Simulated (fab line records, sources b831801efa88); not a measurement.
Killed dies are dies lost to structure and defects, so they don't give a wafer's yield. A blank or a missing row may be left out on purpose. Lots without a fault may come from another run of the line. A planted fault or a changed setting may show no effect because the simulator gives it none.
Which tool did it? | flow sky130 | 7 lots, 21 wafers sampled, at 2 steps of a route of 708

WHAT THE GAUGES READ, wafer by wafer
SKY_VT_ADJUST_PCH_TW_MEAS_10.
lot  | measured     | on            | VT_ADJUST_PCH_TW
L868 | day 10 17:55 | film_metro-01 | 143.6 143.8 145.3
L872 | day 11 20:08 | film_metro-01 | 144.4 144.0 144.2
L876 | day 12 23:29 | film_metro-03 | 143.1 142.7 142.8
L878 | day 13 19:20 | film_metro-03 | 141.1 142.2 141.7
L885 | day 16 00:39 | film_metro-03 | 142.2 142.0 142.6
L887 | day 17 00:56 | film_metro-03 | 141.1 141.5 141.9
L889 | day 17 08:10 | film_metro-03 | 141.7 141.7 142.2

WHICH TOOL RAN EACH LOT (tool, then ch and the chambers of the sampled wafers, then the start)
lot  | SKY_VT_ADJUST_HVTR_STRIP_10
L868 | plasma_asher-04 ch 0,1, day 9 19:47
L872 | plasma_asher-02 ch 0,1, day 10 20:50
L876 | plasma_asher-02 ch 0,1, day 11 22:47
L878 | plasma_asher-03 ch 0,1, day 12 17:41
L885 | plasma_asher-03 ch 0,1, day 14 21:23
L887 | plasma_asher-02 ch 0,1, day 15 20:08
L889 | plasma_asher-04 ch 0,1, day 16 04:47
- SKY_VT_ADJUST_HVTR_STRIP_10: strips in O2/N2.

THE ANSWER, worked out from the rows above alone
Rule: what is usual is taken from the lots themselves. Put in order of their means at a reading, lots are off if they are a third of the lots or fewer, leave a main group of 4 or more, and stand apart from it by a gap of 3 or more times the standard deviation of the main group's means; of several such gaps the widest counts. A main group whose means are all the same, to the digits that the tables above print for the reading, isn't used. A lot without any number at a reading at which 4 lots or more have one is off too. The other lots that the step has rows for count as sound.
No lot is off at any reading shown: from this, nothing can be told.

WHAT THE SIMULATOR HAD PUT IN
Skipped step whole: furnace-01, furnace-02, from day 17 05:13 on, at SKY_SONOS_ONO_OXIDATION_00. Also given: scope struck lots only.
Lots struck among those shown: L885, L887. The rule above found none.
